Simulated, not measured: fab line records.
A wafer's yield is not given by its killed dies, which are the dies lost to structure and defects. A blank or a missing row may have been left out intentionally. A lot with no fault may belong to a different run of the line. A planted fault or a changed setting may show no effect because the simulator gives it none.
The tool behind it: which one? / flow gf180mcu / 42 wafers from 14 lots sampled at 3 of the route's 602 steps

## WHAT EACH GAUGE READ, for each wafer
GF_V5_THK_MEAS_01.
lot=L426; measured=day 26 15:22; on=film metro-02; V5_CVD_00_THK (nm)=305 304 301
lot=L428; measured=day 26 22:47; on=film metro-01; V5_CVD_00_THK (nm)=299 294 296
lot=L429; measured=day 27 12:38; on=film metro-01; V5_CVD_00_THK (nm)=300 300 298
lot=L435; measured=day 29 02:03; on=film metro-03; V5_CVD_00_THK (nm)=298 299 302
lot=L436; measured=day 29 06:15; on=film metro-01; V5_CVD_00_THK (nm)=299 294 299
lot=L437; measured=day 29 12:58; on=film metro-01; V5_CVD_00_THK (nm)=297 299 300
lot=L440; measured=day 30 17:28; on=film metro-02; V5_CVD_00_THK (nm)=299 302 300
lot=L441; measured=day 30 18:53; on=film metro-03; V5_CVD_00_THK (nm)=298 298 297
lot=L442; measured=day 31 06:11; on=film metro-02; V5_CVD_00_THK (nm)=303 301 303
lot=L443; measured=day 31 09:09; on=film metro-03; V5_CVD_00_THK (nm)=294 296 292
lot=L446; measured=day 32 03:01; on=film metro-01; V5_CVD_00_THK (nm)=301 308 307
lot=L447; measured=day 32 07:58; on=film metro-01; V5_CVD_00_THK (nm)=305 309 305
lot=L448; measured=day 32 12:43; on=film metro-03; V5_CVD_00_THK (nm)=301 299 299
lot=L449; measured=day 32 23:01; on=film metro-02; V5_CVD_00_THK (nm)=300 301 300

GF_V5_THK_MEAS_03.
lot=L426; measured=day 26 15:32; on=film metro-02; V5_CVD_02_THK (nm)=1443 1458 1456
lot=L428; measured=day 26 22:57; on=film metro-03; V5_CVD_02_THK (nm)=1462 1457 1480
lot=L429; measured=day 27 12:49; on=film metro-03; V5_CVD_02_THK (nm)=1425 1424 1449
lot=L435; measured=day 29 02:13; on=film metro-03; V5_CVD_02_THK (nm)=1445 1473 1468
lot=L436; measured=day 29 06:25; on=film metro-02; V5_CVD_02_THK (nm)=1453 1479 1459
lot=L437; measured=day 29 13:08; on=film metro-03; V5_CVD_02_THK (nm)=1455 1480 1467
lot=L440; measured=day 30 17:38; on=film metro-03; V5_CVD_02_THK (nm)=1443 1444 1460
lot=L441; measured=day 30 19:04; on=film metro-01; V5_CVD_02_THK (nm)=1451 1434 1464
lot=L442; measured=day 31 06:22; on=film metro-02; V5_CVD_02_THK (nm)=1436 1434 1420
lot=L443; measured=day 31 09:19; on=film metro-02; V5_CVD_02_THK (nm)=1454 1419 1465
lot=L446; measured=day 32 03:10; on=film metro-02; V5_CVD_02_THK (nm)=1466 1447 1454
lot=L447; measured=day 32 08:07; on=film metro-01; V5_CVD_02_THK (nm)=1441 1446 1465
lot=L448; measured=day 32 12:53; on=film metro-01; V5_CVD_02_THK (nm)=1458 1464 1488
lot=L449; measured=day 32 23:11; on=film metro-03; V5_CVD_02_THK (nm)=1452 1448 1466

GF_TOP_METAL_RS_MEAS_05: the measuring method here is four-point-probe.
lot=L426; measured=day 27 14:14; on=film metro-02; TOP_METAL_ALCU_RS (ohm/sq)=0.0323 0.0324 0.0326
lot=L428; measured=day 27 22:08; on=film metro-04; TOP_METAL_ALCU_RS (ohm/sq)=0.0333 0.0332 0.0333
lot=L429; measured=day 28 10:20; on=film metro-02; TOP_METAL_ALCU_RS (ohm/sq)=0.0331 0.0330 0.0328
lot=L435; measured=day 29 23:17; on=film metro-04; TOP_METAL_ALCU_RS (ohm/sq)=0.0331 0.0333 0.0331
lot=L436; measured=day 30 03:19; on=film metro-03; TOP_METAL_ALCU_RS (ohm/sq)=0.0326 0.0327 0.0326
lot=L437; measured=day 30 10:14; on=film metro-03; TOP_METAL_ALCU_RS (ohm/sq)=0.0324 0.0321 0.0322
lot=L440; measured=day 31 13:23; on=film metro-04; TOP_METAL_ALCU_RS (ohm/sq)=0.0328 0.0328 0.0326
lot=L441; measured=day 31 15:10; on=film metro-02; TOP_METAL_ALCU_RS (ohm/sq)=0.0334 0.0333 0.0332
lot=L442; measured=day 32 01:53; on=film metro-03; TOP_METAL_ALCU_RS (ohm/sq)=0.0333 0.0329 0.0332
lot=L443; measured=day 32 04:37; on=film metro-03; TOP_METAL_ALCU_RS (ohm/sq)=0.0327 0.0328 0.0330
lot=L446; measured=day 32 21:41; on=film metro-04; TOP_METAL_ALCU_RS (ohm/sq)=0.0330 0.0328 0.0331
lot=L447; measured=day 33 02:27; on=film metro-03; TOP_METAL_ALCU_RS (ohm/sq)=0.0323 0.0325 0.0323
lot=L448; measured=day 33 07:22; on=film metro-04; TOP_METAL_ALCU_RS (ohm/sq)=0.0325 0.0325 0.0325
lot=L449; measured=day 33 17:25; on=film metro-03; TOP_METAL_ALCU_RS (ohm/sq)=0.0327 0.0323 0.0325

## EACH LOT AND THE TOOL THAT RAN IT (in order: tool; ch and the chambers of the sampled wafers; start)
The record holds no process step before these readings.

## WHAT THE TOOLS THEMSELVES READ (means of the sampled wafers that have a number; where no wafer has one, the mark that the record gives instead)
The record holds no such reading with a usual standard deviation.

## THE ANSWER, worked out from the rows above alone
Rule: what is usual is taken from the lots themselves. The widest of any qualifying gaps counts: lots, ordered by their means at a reading, are off when they make up no more than a third of the lots, leave a main group of 4 or more, and stand apart from it by 3 or more times the standard deviation of that group's means. A main group is skipped when, at the precision printed for the reading in the tables above, its means are all equal. Also off: a lot with no number at a reading for which 4 or more lots have one. Any other lot the step has rows for is counted as sound. Order of review: gauges by route order, followed by the tools' own readings, for which a lot's mean as printed above is used. At the first step where some lot is off, the reading lying furthest off is the one used; lots without a number count as furthest.
Across all readings shown, no lot is off: no conclusion can be drawn from this.

## WHAT THE SIMULATOR HAD INSERTED
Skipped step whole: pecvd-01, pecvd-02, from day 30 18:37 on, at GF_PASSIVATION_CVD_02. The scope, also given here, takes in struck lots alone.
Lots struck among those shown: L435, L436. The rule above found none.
